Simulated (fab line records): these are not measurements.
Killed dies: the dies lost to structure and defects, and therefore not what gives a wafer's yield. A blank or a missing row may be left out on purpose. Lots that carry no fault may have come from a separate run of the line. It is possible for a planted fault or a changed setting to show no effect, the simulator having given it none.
fab line records -- flow sky130
record lots=6, wafers=18, lastDay=50
route steps=708 shown POLY_GATE@218 LDD_N@237 LDD_P@255 PAD_OPEN@708
lots that met no fault: taken from a fault-free run of the same line
startH: hours from the record's first day to the start of the lot's first wafer shown -- waitH: how many hours have passed since the lot's step before this one -- " unchanged from the row above -- L1.1+2: a single row standing in for several wafers -- - no value present, or no start provided -- * or withheld: withheld -- < > ~ a bound
route shown NAME@n: names a module that has steps shown in the file, with the first one's number in the route -- usual: average and standard deviation across the fault-free wafers -- same: alike in all rows -- chamber/n: place in a boat -- sites: readings site by site -- _std_site: the values' standard deviation -- _edge_site: outer sites' mean less inner sites' -- radiusMm: for every site, how far away it sits from the centre of the wafer -- mask NAME#n: copy n -- behind: the last tool/chamber to shape the wafer -- hold: why the lot was held/for how many hours/how that ended -- device: the n, p or np transistor that did not switch -- end of line: at the end of the route, the tests of the same wafers -- a step without rows: its recipe alone -- killed: at the first sort, the dies lost to defects and structure; wafer yield is something else -- map: a wafer's dies, marking killed ones x, the rest . and places with no die _
set.NAME: the run value of the setting; set.NAME@STEP: its run value at that earlier step -- model.NAME: the simulator's own value behind a step, which no gauge read
a table for each step, a row for each wafer; lots at some steps of the route
services: a tool's chamber out of use, with start hour (startH, from the record's first day; less than 0 if before it), hours out, and reason
## steps
# step SKY_POLY_GATE_THK_MEAS_04
# recipe reads=Si3N4_of_POLY_GATE_CVD_03
# usual POLY_GATE_CVD_03_THK=75.3/0.62
lot.wafer,tool,chamber,startH,waitH,POLY_GATE_CVD_03_THK[nm]
L179.1,filmMetro-01,-,353.19,0.0,74.1
L179.2,filmMetro-01,-,353.19,0.0,74.9
L179.3,filmMetro-01,-,353.19,0.0,74.8
L183.1,filmMetro-01,-,382.04,0.0,75.7
L183.2,filmMetro-01,-,382.04,0.0,75.3
L183.6,filmMetro-01,-,382.04,0.0,74.6
L190.2,filmMetro-03,-,448.07,0.0,75.7
L190.5,filmMetro-03,-,448.07,0.0,75.6
L190.6,filmMetro-03,-,448.07,0.0,76.4
L191.2,filmMetro-01,-,451.34,0.0,75.6
L191.4,filmMetro-01,-,451.34,0.0,75.1
L191.5,filmMetro-01,-,451.34,0.0,76.1
L200.1,filmMetro-02,-,531.44,0.0,75.0
L200.2,filmMetro-02,-,531.44,0.0,75.2
L200.6,filmMetro-02,-,531.44,0.0,75.0
L199.1,filmMetro-02,-,532.97,0.0,75.9
L199.3,filmMetro-02,-,532.97,0.0,75.6
L199.5,filmMetro-02,-,532.97,0.0,75.8
# step SKY_POLY_GATE_DEHYDRATE_05
# recipe tempC=200, timeS=60
# step SKY_POLY_GATE_HMDS_06
# recipe primeTimeS=60, primeTempC=120
# step SKY_POLY_GATE_COAT_07
# recipe resist=BARC, tempC=withheld, timeS=withheld, spinRpm=3000, resistThkNm=110
# step SKY_POLY_GATE_COAT_08
# recipe resist=KrF-thick, spinRpm=3000, resistThkNm=450
# step SKY_POLY_GATE_SOFTBAKE_09
# recipe tempC=100, timeS=90, resist=KrF-thick
# step SKY_POLY_GATE_EXPOSE_10
# recipe maskId=P1M, na=0.68, sourceShape=conventional, sigmaOuter=0.6, targetCdNm=150, doseMj=28
# step SKY_POLY_GATE_PEB_11
# recipe pebTempC=withheld, pebTimeS=withheld, resist=KrF-thick
# step SKY_POLY_GATE_DEVELOP_12
# recipe developTimeS=60, resist=KrF-thick, devTempC=21
# step SKY_POLY_GATE_CD_MEAS_13
# recipe targetCdNm=150
# usual cdNm=150.1/1.3
lot.wafer,tool,chamber,startH,waitH,cdNm
L179.1,cdSem-02,-,381.34,-,149.9
L179.2,cdSem-02,-,381.34,-,150.3
L179.3,cdSem-02,-,381.34,-,149.9
L183.1,cdSem-02,-,411.72,-,148.0
L183.2,cdSem-02,-,411.72,-,148.1
L183.6,cdSem-02,-,411.72,-,149.4
L190.2,cdSem-01,-,478.41,-,149.1
L190.5,cdSem-01,-,478.41,-,149.2
L190.6,cdSem-01,-,478.41,-,149.1
L191.2,cdSem-02,-,482.26,-,149.6
L191.4,cdSem-02,-,482.26,-,150.7
L191.5,cdSem-02,-,482.26,-,151.0
L200.1,cdSem-02,-,561.87,-,150.3
L200.2,cdSem-02,-,561.87,-,150.2
L200.6,cdSem-02,-,561.87,-,149.1
L199.1,cdSem-02,-,563.17,-,150.1
L199.3,cdSem-02,-,563.17,-,151.2
L199.5,cdSem-02,-,563.17,-,151.3
# step SKY_POLY_GATE_OVL_MEAS_14
# usual POLY_GATE_OVL=0/5.2
lot.wafer,tool,chamber,startH,waitH,POLY_GATE_OVL[nm]
L179.1,overlay-01,-,381.46,0.1,13
L179.2,overlay-01,-,381.46,0.1,10
L179.3,overlay-01,-,381.46,0.1,12
L183.1,overlay-02,-,411.84,0.1,-5
L183.2,overlay-02,-,411.84,0.1,-1
L183.6,overlay-02,-,411.84,0.1,-6
L190.2,overlay-02,-,478.52,0.1,-1
L190.5,overlay-02,-,478.52,0.1,2
L190.6,overlay-02,-,478.52,0.1,-1
L191.2,overlay-02,-,482.37,0.1,-7
L191.4,overlay-02,-,482.37,0.1,-2
L191.5,overlay-02,-,482.37,0.1,-4
L200.1,overlay-01,-,561.99,0.1,7
L200.2,overlay-01,-,561.99,0.1,2
L200.6,overlay-01,-,561.99,0.1,3
L199.1,overlay-02,-,563.29,0.1,-1
L199.3,overlay-02,-,563.29,0.1,-3
L199.5,overlay-02,-,563.29,0.1,1
# step SKY_POLY_GATE_ETCH_15
# recipe chemistry=N2/H2, target=BARC, ionEnergyEv=200, sourceW=500, biasW=100, pressureMtorr=30, n2FlowSccm=100, h2FlowSccm=200, stopOn=SiO2, timeS=118.5, targetDepthA=1100
# usual drypumpMotorCurrentA=5.7/0.4, oesProductAu=0.717/0.0048, throttleValvePct=13.212/0.0092
lot.wafer,tool,chamber,startH,waitH,drypumpMotorCurrentA,oesProductAu,rfHoursCounterH,throttleValvePct
L179.1,rieDiel-02,1,381.49,0.0,6.1,0.715,5,13.211
L179.2,rieDiel-02,2,381.49,0.0,5.9,0.715,15,13.206
L179.3,rieDiel-02,0,381.49,0.0,5.8,0.720,94,13.202
L183.1,rieDiel-03,0,411.88,0.0,6.5,0.713,15,13.215
L183.2,rieDiel-03,1,411.88,0.0,4.9,0.714,5,13.222
L183.6,rieDiel-03,0,411.88,0.0,6.5,0.718,-,13.212
L190.2,rieDiel-02,0,478.55,0.0,5.8,0.712,97,13.207
L190.5,rieDiel-02,3,478.55,0.0,5.9,0.716,-,13.203
L190.6,rieDiel-02,2,478.55,0.0,5.9,0.711,-,13.224
L191.2,rieDiel-02,2,482.40,0.0,5.9,0.721,17,13.209
L191.4,rieDiel-02,3,482.40,0.0,5.9,0.710,-,13.208
L191.5,rieDiel-02,2,482.40,0.0,5.9,0.720,-,13.213
L200.1,rieDiel-04,2,562.03,0.0,5.3,0.707,68,13.223
L200.2,rieDiel-04,3,562.03,0.0,5.6,0.719,2,13.202
L200.6,rieDiel-04,2,562.03,0.0,5.3,0.708,-,13.206
L199.1,rieDiel-03,0,563.33,0.0,6.5,0.707,18,13.212
L199.3,rieDiel-03,2,563.33,0.0,5.7,0.712,2,13.203
L199.5,rieDiel-03,1,563.33,0.0,4.9,0.719,-,13.205
# step SKY_POLY_GATE_ETCH_16
# recipe stopOn=poly-Si, chemistry=CH3F/O2, target=Si3N4, sourceW=400, biasW=80, pressureMtorr=25, ch3fFlowSccm=40, O2_flow_sccm=30, timeS=147.5, targetDepthA=750
# usual drypumpMotorCurrentA=5.7/0.4, oesProductAu=0.641/0.0054, throttleValvePct=10.535/0.01
lot.wafer,tool,chamber,startH,waitH,drypumpMotorCurrentA,oesProductAu,rfHoursCounterH,throttleValvePct
L179.1,rieDiel-02,1,381.57,0.0,6.1,0.647,5,10.527
L179.2,rieDiel-02,2,381.57,0.0,5.9,0.634,15,10.521
L179.3,rieDiel-02,0,381.57,0.0,5.8,0.638,94,10.556
L183.1,rieDiel-03,0,411.96,0.0,6.6,0.645,15,10.540
L183.2,rieDiel-03,1,411.96,0.0,4.9,0.639,5,10.546
L183.6,rieDiel-03,0,411.96,0.0,6.6,0.638,-,10.517
L190.2,rieDiel-02,0,478.63,0.0,5.8,0.645,97,10.542
L190.5,rieDiel-02,3,478.63,0.0,5.9,0.648,-,10.541
L190.6,rieDiel-02,2,478.63,0.0,5.9,0.641,-,10.518
L191.2,rieDiel-02,2,482.48,0.0,5.9,0.645,17,10.547
L191.4,rieDiel-02,3,482.48,0.0,5.9,0.641,-,10.533
L191.5,rieDiel-02,2,482.48,0.0,5.9,0.639,-,10.545
L200.1,rieDiel-04,2,562.11,0.0,5.3,0.639,68,10.527
L200.2,rieDiel-04,3,562.11,0.0,5.5,0.634,2,10.546
L200.6,rieDiel-04,2,562.11,0.0,5.3,0.635,-,10.532
L199.1,rieDiel-03,0,563.41,0.0,6.5,0.643,18,10.519
L199.3,rieDiel-03,2,563.41,0.0,5.7,0.642,2,10.541
L199.5,rieDiel-03,1,563.41,0.0,4.9,0.644,-,10.556
# step SKY_POLY_GATE_ETCH_17
# recipe targetDepthNm=180, stopOn=SiO2, overEtchFrac=0.56667, chemistry=HBr/Cl2, target=poly-Si, icpW=400, biasW=100, pressureMtorr=10, HBr_flow_sccm=150, Cl2_flow_sccm=50, timeS=70.5
# usual drypumpMotorCurrentA=5.8/0.4, oesProductAu=0.987/0.0067, throttleValvePct=33.684/0.0085
lot.wafer,tool,chamber,startH,waitH,drypumpMotorCurrentA,oesProductAu,rfHoursCounterH,throttleValvePct
L179.1,rieSi-01,2,381.67,0.0,5.8,0.985,0,33.690
L179.2,rieSi-01,3,381.67,0.0,6.4,0.995,9,33.669
L179.3,rieSi-01,0,381.67,0.0,5.9,0.973,1,33.693
L183.1,rieSi-02,0,412.06,0.0,4.9,0.979,5,33.687
L183.2,rieSi-02,2,412.06,0.0,5.7,0.979,55,33.664
L183.6,rieSi-02,3,412.06,0.0,5.8,0.983,-,33.686
L190.2,rieSi-02,3,478.73,0.0,5.8,0.991,3,33.681
L190.5,rieSi-02,3,478.73,0.0,5.8,1.005,-,33.692
L190.6,rieSi-02,2,478.73,0.0,5.7,1.000,-,33.693
L191.2,rieSi-01,3,482.58,0.0,6.5,1.000,10,33.679
L191.4,rieSi-01,1,482.58,0.0,6.0,0.994,1,33.676
L191.5,rieSi-01,2,482.58,0.0,5.8,0.994,-,33.695
L200.1,rieSi-01,2,562.21,0.0,5.8,0.990,1,33.688
L200.2,rieSi-01,0,562.21,0.0,5.9,0.989,2,33.686
L200.6,rieSi-01,1,562.21,0.0,6.0,0.981,-,33.659
L199.1,rieSi-02,3,563.51,0.0,5.8,0.993,3,33.676
L199.3,rieSi-02,1,563.51,0.0,5.9,0.983,5,33.675
L199.5,rieSi-02,0,563.51,0.0,4.9,0.981,-,33.678
# step SKY_POLY_GATE_STRIP_18
# recipe chemistry=O2/N2, powerW=1400, pressureMtorr=1500, platenTempC=withheld, o2FlowSccm=3000, n2FlowSccm=300, overashFraction=0.5
# usual drypumpMotorCurrentA=5.7/0.52, oesProductAu=0.360/0.0051, stripTimeToEndpointS=3.17/0.042
lot.wafer,tool,chamber,startH,waitH,drypumpMotorCurrentA,oesProductAu,rfHoursCounterH,stripTimeToEndpointS
L179.1,plasmaAsher-04,0,381.73,0.0,6.0,0.360,68,3.15
L179.2,plasmaAsher-04,1,381.73,0.0,5.4,0.354,68,3.13
L179.3,plasmaAsher-04,1,381.73,0.0,5.4,0.354,-,3.18
L183.1,plasmaAsher-02,0,412.11,0.0,6.2,0.361,60,3.18
L183.2,plasmaAsher-02,1,412.11,0.0,5.6,0.357,60,3.19
L183.6,plasmaAsher-02,0,412.11,0.0,6.2,0.349,-,3.13
L190.2,plasmaAsher-02,0,478.78,0.0,6.3,0.360,67,3.14
L190.5,plasmaAsher-02,1,478.78,0.0,5.6,0.352,-,3.09
L190.6,plasmaAsher-02,0,478.78,0.0,6.2,0.356,-,3.08
L191.2,plasmaAsher-01,1,482.63,0.0,4.8,0.359,80,3.10
L191.4,plasmaAsher-01,1,482.63,0.0,4.8,0.362,-,3.16
L191.5,plasmaAsher-01,0,482.63,0.0,6.3,0.359,-,3.10
L200.1,plasmaAsher-01,1,562.26,0.0,4.8,0.363,88,3.20
L200.2,plasmaAsher-01,0,562.26,0.0,6.3,0.360,88,3.17
L200.6,plasmaAsher-01,1,562.26,0.0,4.8,0.359,-,3.20
L199.1,plasmaAsher-04,0,563.56,0.0,6.0,0.363,15,3.13
L199.3,plasmaAsher-04,0,563.56,0.0,6.0,0.362,-,3.23
L199.5,plasmaAsher-04,0,563.56,0.0,6.0,0.359,-,3.16
# step SKY_POLY_GATE_CLEAN_19
# recipe chemistry=SC1/SC2, mix=1:4:20, tempC=70, timeS=150, dry=n2Spin
# step SKY_POLY_GATE_OXIDATION_20
# recipe tempC=850, ambient=O2, stabiliseS=600, purgeS=300, targetThkA=40, oxTimeS=899
# step SKY_POLY_GATE_THK_MEAS_21
# recipe reads=SiO2_of_POLY_GATE_OXIDATION_20
# usual POLY_GATE_OXIDATION_THK=4.05/0.078
lot.wafer,tool,chamber,startH,waitH,POLY_GATE_OXIDATION_THK[nm]
L179.1,filmMetro-03,-,384.29,0.0,4.07
L179.2,filmMetro-03,-,384.29,0.0,4.13
L179.3,filmMetro-03,-,384.29,0.0,4.02
L183.1,filmMetro-02,-,414.51,0.0,4.17
L183.2,filmMetro-02,-,414.51,0.0,4.22
L183.6,filmMetro-02,-,414.51,0.0,4.11
L190.2,filmMetro-01,-,480.19,0.0,3.96
L190.5,filmMetro-01,-,480.19,0.0,3.98
L190.6,filmMetro-01,-,480.19,0.0,3.97
L191.2,filmMetro-03,-,484.04,0.0,4.18
L191.4,filmMetro-03,-,484.04,0.0,4.12
L191.5,filmMetro-03,-,484.04,0.0,4.13
L200.1,filmMetro-03,-,563.66,0.0,3.96
L200.2,filmMetro-03,-,563.66,0.0,3.98
L200.6,filmMetro-03,-,563.66,0.0,4.00
L199.1,filmMetro-02,-,564.96,0.0,4.07
L199.3,filmMetro-02,-,564.96,0.0,4.11
L199.5,filmMetro-02,-,564.96,0.0,4.12
# step SKY_POLY_GATE_CD_MEAS_22
# usual cdNm=150.0/2.1
lot.wafer,tool,chamber,startH,waitH,cdNm
L179.1,cdSem-02,-,384.63,0.3,150.8
L179.2,cdSem-02,-,384.63,0.3,150.6
L179.3,cdSem-02,-,384.63,0.3,150.6
L183.1,cdSem-01,-,414.57,0.1,149.8
L183.2,cdSem-01,-,414.57,0.1,148.3
L183.6,cdSem-01,-,414.57,0.1,148.6
L190.2,cdSem-02,-,480.27,0.1,149.8
L190.5,cdSem-02,-,480.27,0.1,150.5
L190.6,cdSem-02,-,480.27,0.1,148.7
L191.2,cdSem-01,-,484.12,0.1,151.1
L191.4,cdSem-01,-,484.12,0.1,151.8
L191.5,cdSem-01,-,484.12,0.1,151.8
L200.1,cdSem-01,-,563.72,0.1,154.6
L200.2,cdSem-01,-,563.72,0.1,147.5
L200.6,cdSem-01,-,563.72,0.1,149.5
L199.1,cdSem-01,-,565.02,0.1,149.7
L199.3,cdSem-01,-,565.02,0.1,149.7
L199.5,cdSem-01,-,565.02,0.1,147.0
# step SKY_LDD_N_DEHYDRATE_00
# recipe tempC=200, timeS=60
# step SKY_LDD_N_HMDS_01
# recipe primeTimeS=60, primeTempC=120
# step SKY_LDD_N_COAT_02
# recipe resist=NOVOLAK, spinRpm=3000, resistThkNm=300
# step SKY_LDD_N_SOFTBAKE_03
# recipe tempC=90, timeS=60, resist=NOVOLAK
# step SKY_LDD_N_EXPOSE_04
# recipe maskId=NTM, targetCdNm=840, na=0.6, sourceShape=conventional, sigmaOuter=0.6, doseMj=110
# step SKY_LDD_N_PEB_05
# recipe tempC=withheld, timeS=*, resist=NOVOLAK
# step SKY_LDD_N_DEVELOP_06
# recipe developTimeS=60, devTempC=23
# step SKY_LDD_N_OVL_MEAS_07
# usual LDD_N_OVL=0.7/1.2
lot.wafer,tool,chamber,startH,waitH,LDD_N_OVL[nm]
L179.1,overlay-01,-,414.59,0.1,-1.3
L179.2,overlay-01,-,414.59,0.1,-0.1
L179.3,overlay-01,-,414.59,0.1,-0.5
L183.1,overlay-02,-,444.84,0.1,1.6
L183.2,overlay-02,-,444.84,0.1,2.7
L183.6,overlay-02,-,444.84,0.1,3.4
L190.2,overlay-01,-,510.41,0.1,-0.7
L190.5,overlay-01,-,510.41,0.1,-0.5
L190.6,overlay-01,-,510.41,0.1,-1.5
L191.2,overlay-01,-,514.40,0.1,0.3
L191.4,overlay-01,-,514.40,0.1,1.3
L191.5,overlay-01,-,514.40,0.1,1.5
L200.1,overlay-02,-,593.34,0.1,1.8
L200.2,overlay-02,-,593.34,0.1,1.0
L200.6,overlay-02,-,593.34,0.1,1.4
L199.1,overlay-02,-,594.94,0.1,0.1
L199.3,overlay-02,-,594.94,0.1,0.6
L199.5,overlay-02,-,594.94,0.1,-0.1
# step SKY_LDD_N_IMPLANT_08
# recipe species=As, energyKev=20, doseCm2=7.5e+13, tiltDeg=withheld, rotationDeg=23
# step SKY_LDD_N_IMPLANT_09
# recipe species=As, energyKev=20, doseCm2=7.5e+13, tiltDeg=withheld, rotationDeg=113
# step SKY_LDD_N_IMPLANT_10
# recipe species=As, energyKev=20, doseCm2=7.5e+13, tiltDeg=withheld, rotationDeg=203
# step SKY_LDD_N_IMPLANT_11
# recipe species=As, energyKev=20, doseCm2=7.5e+13, tiltDeg=withheld, rotationDeg=293
# step SKY_LDD_N_IMPLANT_12
# recipe species=BF2, energyKev=50, doseCm2=5e+12, tiltDeg=30, rotationDeg=0
# step SKY_LDD_N_IMPLANT_13
# recipe species=BF2, energyKev=50, doseCm2=5e+12, tiltDeg=30, rotationDeg=90
# step SKY_LDD_N_IMPLANT_14
# recipe species=BF2, energyKev=50, doseCm2=5e+12, tiltDeg=30, rotationDeg=180
# step SKY_LDD_N_IMPLANT_15
# recipe species=BF2, energyKev=50, doseCm2=5e+12, tiltDeg=30, rotationDeg=270
# step SKY_LDD_N_STRIP_16
# recipe chemistry=O2/N2, powerW=1400, pressureMtorr=1500, platenTempC=withheld, o2FlowSccm=3000, n2FlowSccm=300, overashFraction=0.5
# usual drypumpMotorCurrentA=5.8/0.38, oesProductAu=0.406/0.0044, stripTimeToEndpointS=4.315/0.014
lot.wafer,tool,chamber,startH,waitH,drypumpMotorCurrentA,oesProductAu,rfHoursCounterH,stripTimeToEndpointS
L179.1,plasmaAsher-04,0,415.82,0.1,6.0,0.401,71,4.300
L179.2,plasmaAsher-04,1,415.82,0.1,5.3,0.403,71,4.323
L179.3,plasmaAsher-04,1,415.82,0.1,5.4,0.411,-,4.308
L183.1,plasmaAsher-04,0,446.08,0.1,6.0,0.404,2,4.308
L183.2,plasmaAsher-04,1,446.08,0.1,5.4,0.407,2,4.312
L183.6,plasmaAsher-04,1,446.08,0.1,5.4,0.403,-,4.323
L190.2,plasmaAsher-03,1,511.64,0.1,5.3,0.412,35,4.324
L190.5,plasmaAsher-03,0,511.64,0.1,6.1,0.411,-,4.341
L190.6,plasmaAsher-03,1,511.64,0.1,5.3,0.410,-,4.314
L191.2,plasmaAsher-04,0,515.63,0.1,6.0,0.410,10,4.354
L191.4,plasmaAsher-04,1,515.63,0.1,5.4,0.402,-,4.346
L191.5,plasmaAsher-04,0,515.63,0.1,6.0,0.410,-,4.334
L200.1,plasmaAsher-04,1,594.58,0.1,5.4,0.408,18,4.317
L200.2,plasmaAsher-04,0,594.58,0.1,6.0,0.404,18,4.315
L200.6,plasmaAsher-04,1,594.58,0.1,5.4,0.407,-,4.316
L199.1,plasmaAsher-02,1,596.17,0.1,5.6,0.403,79,4.302
L199.3,plasmaAsher-02,1,596.17,0.1,5.6,0.401,-,4.325
L199.5,plasmaAsher-02,0,596.17,0.1,6.3,0.407,-,4.313
# step SKY_LDD_N_TW_MEAS_17
# usual LDD_N_TW=2580/20
lot.wafer,tool,chamber,startH,waitH,LDD_N_TW
L179.1,filmMetro-03,-,415.92,0.1,2562
L179.2,filmMetro-03,-,415.92,0.1,2559
L179.3,filmMetro-03,-,415.92,0.1,2566
L183.1,filmMetro-03,-,446.18,0.1,2556
L183.2,filmMetro-03,-,446.18,0.1,2549
L183.6,filmMetro-03,-,446.18,0.1,2544
L190.2,filmMetro-04,-,511.75,0.1,2591
L190.5,filmMetro-04,-,511.75,0.1,2588
L190.6,filmMetro-04,-,511.75,0.1,2597
L191.2,filmMetro-03,-,515.74,0.1,2556
L191.4,filmMetro-03,-,515.74,0.1,2556
L191.5,filmMetro-03,-,515.74,0.1,2561
L200.1,filmMetro-03,-,594.68,0.1,2568
L200.2,filmMetro-03,-,594.68,0.1,2564
L200.6,filmMetro-03,-,594.68,0.1,2579
L199.1,filmMetro-03,-,596.27,0.1,2562
L199.3,filmMetro-03,-,596.27,0.1,2559
L199.5,filmMetro-03,-,596.27,0.1,2563
# step SKY_LDD_P_DEHYDRATE_00
# recipe tempC=200, timeS=60
# step SKY_LDD_P_HMDS_01
# recipe primeTimeS=60, primeTempC=120
# step SKY_LDD_P_COAT_02
# recipe resist=NOVOLAK, spinRpm=3000, resistThkNm=1140
# step SKY_LDD_P_SOFTBAKE_03
# recipe tempC=90, timeS=60, resist=NOVOLAK
# step SKY_LDD_P_EXPOSE_04
# recipe maskId=PSDM, na=0.6, sourceShape=conventional, sigmaOuter=0.6, polarization=unpolarized, targetCdNm=380, doseMj=138
# step SKY_PAD_OPEN_PROBE_99
# usual killed_at_M0_to_M3=44/6.3, killed_at_M4_up=2.8/1.7, killedAtContacts=25/5.8, killedAtFrontEnd=14/4.4, killedAtOther=0.3/0.49, killedDies=86/8.7, killedOnRim=17/4.3, killedOpen=48/5.8, killedShort=38/6
# same grossDies=492, killedAtBackSide=0
lot.wafer,tool,chamber,startH,waitH,killed_at_M0_to_M3,killed_at_M4_up,killedAtContacts,killedAtFrontEnd,killedAtOther,killedDies,killedOnRim,killedOpen,killedShort
L179.1,prober-02,-,1086.34,0.1,52,3,23,12,1,91,23,42,49
L179.2,prober-02,-,1086.39,0.1,49,3,23,6,1,82,17,46,36
L179.3,prober-02,-,1086.44,0.2,48,2,20,25,0,95,23,59,36
L183.1,prober-01,-,1104.93,0.1,41,4,26,11,0,82,20,43,39
L183.2,prober-01,-,1104.98,0.1,48,2,20,7,1,78,16,46,32
L183.6,prober-01,-,1105.18,0.2,41,4,20,14,0,79,8,46,33
L190.2,prober-02,-,1146.81,0.1,40,0,27,6,0,73,13,39,34
L190.5,prober-02,-,1146.96,0.2,28,5,24,10,1,68,13,32,36
L190.6,prober-02,-,1147.01,0.2,38,3,21,62,1,125,18,44,33
L191.2,prober-01,-,1147.96,0.1,54,2,22,52,0,130,24,56,35
L191.4,prober-01,-,1148.06,0.2,49,1,28,10,0,88,22,52,36
L191.5,prober-01,-,1148.11,0.2,50,8,18,59,1,136,21,54,43
# killed by level:class
L179.1 VIA1:geometricParticle:open=11 METAL1:geometricParticle:short=8 CONTACT:geometricParticle:short=8 VIA3:geometricParticle:open=8 VIA1:geometricParticle:short=7 CONTACT:geometricParticle:open=6 POLY_GATE:geometricParticle:short=4 METAL2:geometricParticle:short=4
L179.2 VIA1:geometricParticle:open=14 LI_CONTACT:geometricParticle:open=8 CONTACT:geometricParticle:open=8 METAL1:geometricParticle:short=8 VIA1:geometricParticle:short=6 VIA2:geometricParticle:short=4 VIA2:geometricParticle:open=4 LOCAL_INTERCONNECT:geometricParticle:short=3
L179.3 VIA1:geometricParticle:open=10 CONTACT:geometricParticle:open=8 VIA3:geometricParticle:open=7 VIA2:geometricParticle:open=7 LI_CONTACT:geometricParticle:open=6 POLY_GATE:geometricParticle:open=5 VIA1:geometricParticle:short=5 FIELD_ISO:geometricParticle:short=4
L183.1 CONTACT:geometricParticle:open=12 VIA3:geometricParticle:open=9 LI_CONTACT:geometricParticle:open=6 LOCAL_INTERCONNECT:geometricParticle:short=5 VIA1:geometricParticle:open=5 VIA1:geometricParticle:short=5 METAL2:geometricParticle:short=5 VIA2:geometricParticle:open=5
L183.2 CONTACT:geometricParticle:open=7 METAL1:geometricParticle:short=7 VIA3:geometricParticle:open=7 LI_CONTACT:geometricParticle:open=6 VIA1:geometricParticle:open=5 METAL2:geometricParticle:short=5 VIA2:geometricParticle:open=5 VIA3:geometricParticle:short=5
L183.6 VIA1:geometricParticle:open=11 VIA3:geometricParticle:open=9 CONTACT:geometricParticle:short=6 FIELD_ISO:geometricParticle:open=4 METAL2:geometricParticle:short=4 POLY_GATE:geometricParticle:open=4 LI_CONTACT:geometricParticle:open=4 CONTACT:geometricParticle:open=4
L190.2 VIA1:geometricParticle:open=8 LI_CONTACT:geometricParticle:open=7 CONTACT:geometricParticle:short=7 CONTACT:geometricParticle:open=6 VIA3:geometricParticle:open=6 VIA2:geometricParticle:open=5 METAL1:geometricParticle:short=5 LI_CONTACT:geometricParticle:short=4
L190.5 VIA1:geometricParticle:open=8 CONTACT:geometricParticle:short=7 CONTACT:geometricParticle:open=7 LI_CONTACT:geometricParticle:open=6 VIA1:geometricParticle:short=4 METAL4:geometricParticle:short=4 FIELD_ISO:geometricParticle:short=3 METAL2:geometricParticle:short=3
L190.6 POLY_GATE:unspecified=48 VIA1:geometricParticle:open=14 VIA3:geometricParticle:open=6 LI_CONTACT:geometricParticle:open=5 LOCAL_INTERCONNECT:geometricParticle:short=5 VIA2:geometricParticle:open=5 FIELD_ISO:geometricParticle:open=4 POLY_CUT:geometricParticle:short=4
L191.2 POLY_GATE:unspecified=39 VIA1:geometricParticle:open=14 VIA3:geometricParticle:open=11 CONTACT:geometricParticle:open=9 LI_CONTACT:geometricParticle:open=7 VIA1:geometricParticle:short=7 VIA2:geometricParticle:open=6 METAL2:geometricParticle:short=5
L191.4 VIA1:geometricParticle:open=17 CONTACT:geometricParticle:open=13 VIA3:geometricParticle:open=7 LOCAL_INTERCONNECT:geometricParticle:short=6 METAL2:geometricParticle:short=6 CONTACT:geometricParticle:short=5 VIA1:geometricParticle:short=4 VIA2:geometricParticle:open=4
L191.5 POLY_GATE:unspecified=39 VIA1:geometricParticle:open=16 VIA3:geometricParticle:open=10 POLY_GATE:geometricParticle:short=8 LOCAL_INTERCONNECT:geometricParticle:short=7 VIA3:geometricParticle:short=6 FIELD_ISO:geometricParticle:short=4 CONTACT:geometricParticle:open=4
# map L190.6 (x killed, . not)
__________....x....._________
________.............._______
______......x..........x_____
_____..x...............x.____
____...x.x...x..x.x.......___
___....x.x....xx....x...x..__
__..x...................xx.._
_x...x.....xx...........xx...
_....x............x..........
_x..x.....x.....x...xx....x..
_....x.....................x.
_.......x...x..........x..x..
_.......x........xxx..x...x..
_.....x..x..x..x.....x.......
_..x......xxxxx....x........x
__..x....xxxxxxx.x...xxx...x_
___...xx.xxxxxxxx..x.......__
____..xx.xxxxxxxx...x.xxxx___
_____.x.xxxxxxxx..x......____
______.x.xxxxxx......x.._____
________.xxx.x.x......_______
__________..x..x.xx._________
# map L191.5 (x killed, . not)
__________..x...x.xx_________
________...x...xxx...x_______
______.....x.x.....x...x_____
_____....................____
____x......x.x..x....x..x.___
___..........x....x..x.....__
__..xx.x..x..........xx....._
_x..x.xx.x..x........x.x.....
_....x.x..x.x.x..............
_...x..x...x.....x...xx......
_....xx..x.......x.x.x.....xx
_.............xx..xx...x.....
_x....x..xx............x.....
_.........xxx.x..x.......x...
_x....xx..xx.xx.....x....xx..
__x.......xxxxx..x.x.x..xx.._
___....xxxxxxxxx...........__
____x....xxxxxxxxx........___
_____....xxxxxx...xx....x____
______xx..xxxxxxx...x..x_____
________x....xx....x.._______
__________x........._________
## services
tool,chamber,startH,hours,kind
rieDiel-03,-,366.50,1.4,repair
rieSi-01,2,372.93,3.9,repair
rieDiel-04,-,385.31,2.8,pm
rieDiel-02,2,386.86,21.4,repair
rieDiel-02,3,401.52,16.0,repair
plasmaAsher-04,-,421.25,9.0,pm
rieSi-02,1,421.94,5.7,repair
rieDiel-02,-,426.89,0.3,repair
plasmaAsher-02,-,432.04,2.8,pm
rieDiel-04,3,439.85,2.9,repair
rieDiel-04,-,441.40,14.6,pm
rieDiel-03,3,441.89,2.9,repair
rieDiel-03,3,450.17,8.9,repair
rieDiel-02,2,461.35,10.1,repair
rieDiel-02,1,469.76,5.8,repair
rieDiel-03,-,496.46,8.1,repair
rieDiel-03,1,502.67,22.7,repair
rieSi-01,3,524.59,17.3,repair
rieDiel-03,0,531.46,2.4,repair
rieDiel-02,-,539.40,0.3,repair
rieDiel-02,-,553.82,0.2,repair
rieDiel-02,3,562.96,1.9,repair
rieDiel-03,1,575.03,4.4,repair
plasmaAsher-01,-,580.32,5.3,repair
## key
firstSign step=SKY_PAD_OPEN_PROBE_99, reading=killedAtFrontEnd, direction=up, sigmas=9.9, usual=14, struck=58
effect step=SKY_PAD_OPEN_PROBE_99, reading=killedDies, direction=up, sigmas=5.1, usual=86, struck=130
metAt SKY_POLY_GATE_ETCH_16
struckWafers L190.6,L191.2,L191.5
testerLeftOut L190,L191
onsetBetween 381.57 478.63
fault kind=chamberParticleSource, tool=rieDiel-02, chamber=2, onsetH=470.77, steps=SKY_POLY_GATE_ETCH_16, ratePerVisitCm2=0.4414, endH=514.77
# testerLeftOut: of these lots the tester's yield and bins aren't shown, on N5 and GAA mostly nor the transistor test; their killed dies are dies lost to structure and defects alone, not to doping, threshold or leakage, so they don't give the yield
